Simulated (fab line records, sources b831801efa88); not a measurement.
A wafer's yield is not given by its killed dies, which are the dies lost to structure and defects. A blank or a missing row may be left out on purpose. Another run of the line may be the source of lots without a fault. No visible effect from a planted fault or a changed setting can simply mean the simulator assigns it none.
Which tool was responsible?    flow gf180mcu    13 lots, 39 wafers sampled, at 3 steps of a route of 602

== WHAT EACH GAUGE READ, for each wafer ==
GF_VT_IMPLANT_RS_MEAS_47: a four-point-probe measurement. Usual: NWELL_RS 487.8 ohm/sq, standard deviation 1.2.
lot   measured      on             NWELL_RS (ohm/sq)  flag
L791  day 7 17:02   film metro-02  485.6 488.4 486.6  
L792  day 7 22:07   film metro-04  485.1 488.1 486.3  
L793  day 8 01:46   film metro-03  489.1 489.3 487.7  
L794  day 8 13:43   film metro-03  487.4 487.8 488.0  
L795  day 8 17:51   film metro-03  490.3 490.2 490.0  
L796  day 9 02:01   film metro-03  489.2 488.7 490.1  
L797  day 9 04:36   film metro-02  487.3 486.6 485.8  
L798  day 9 10:03   film metro-02  489.9 487.8 487.3  
L801  day 10 07:48  film metro-02  488.3 488.8 488.9  
L803  day 11 03:31  film metro-03  489.7 489.2 489.3  
L809  day 12 13:02  film metro-04  487.8 487.7 486.6  
L810  day 12 18:54  film metro-02  486.2 485.7 487.0  
L813  day 13 13:49  film metro-04  488.9 486.9 489.9  

GF_POLY_GATE_CD_MEAS_10: the cd target is 280 nm. Usual: cd nm at 280.3 nm, with a standard deviation of 1.2.
lot   measured      on         cd nm (nm)         flag
L791  day 9 07:31   cd sem-01  282.6 281.3 281.6  
L792  day 9 13:13   cd sem-01  281.3 281.4 280.7  
L793  day 9 16:29   cd sem-02  280.1 280.3 281.6  
L794  day 10 05:43  cd sem-02  281.2 281.0 280.8  
L795  day 10 10:46  cd sem-02  279.6 280.5 280.8  
L796  day 10 18:20  cd sem-01  281.1 281.8 281.5  
L797  day 10 20:53  cd sem-02  279.3 278.5 280.0  
L798  day 11 03:17  cd sem-02  280.9 281.2 281.5  
L801  day 12 04:37  cd sem-01  279.5 279.2 279.1  
L803  day 13 01:44  cd sem-02  281.3 280.2 279.9  
L809  day 14 10:26  cd sem-02  281.4 282.0 282.7  
L810  day 14 17:44  cd sem-02  281.6 281.2 281.8  
L813  day 15 13:23  cd sem-01  278.3 278.6 277.8  

GF_POLY_GATE_CD_MEAS_18. Usual: cd nm at 281.6 nm, with a standard deviation of 2.
lot   measured      on         cd nm (nm)         flag
L791  day 9 09:21   cd sem-02  282.3 282.9 279.8  
L792  day 9 14:58   cd sem-02  283.4 281.0 281.5  
L793  day 9 18:13   cd sem-01  279.0 280.9 282.3  
L794  day 10 10:47  cd sem-01  281.5 281.4 279.7  
L795  day 10 17:20  cd sem-01  277.4 281.3 281.6  
L796  day 10 22:58  cd sem-01  282.1 280.7 282.2  
L797  day 10 22:58  cd sem-02  279.5 278.5 281.0  
L798  day 11 06:22  cd sem-02  281.9 281.5 280.9  
L801  day 12 07:26  cd sem-02  281.7 277.8 278.3  
L803  day 13 05:39  cd sem-02  284.1 280.3 281.9  
L809  day 14 12:18  cd sem-01  283.2 284.5 285.1  
L810  day 14 20:31  cd sem-02  285.5 285.8 284.2  
L813  day 15 16:28  cd sem-02  279.9 278.8 278.3  

== EACH LOT AND THE TOOL THAT RAN IT (in order: tool; ch and the chambers of the sampled wafers; start) ==
The record shows no process step preceding these readings.

== WHAT THE TOOLS THEMSELVES READ (means of the sampled wafers that have a number; where no wafer has one, the mark that the record gives instead) ==
The record holds no such reading with a usual standard deviation.

== THE ANSWER, worked out from the rows above alone ==
Rule: take the mean of a lot's wafers that have a number; if it is more than 3 standard deviations from the usual mean, the lot is off. A lot without any number at a reading at which 4 lots or more have one is off too. Any other lot the step has rows for is counted as sound. Order of review: gauges by route order, followed by the tools' own readings, for which a lot's mean as printed above is used. The first step at which some lot is off is used, and at that step the reading that is off furthest; a lot without a number counts as furthest.
None of the lots is off at any reading shown; this tells nothing.

== WHAT THE SIMULATOR PUT IN ==
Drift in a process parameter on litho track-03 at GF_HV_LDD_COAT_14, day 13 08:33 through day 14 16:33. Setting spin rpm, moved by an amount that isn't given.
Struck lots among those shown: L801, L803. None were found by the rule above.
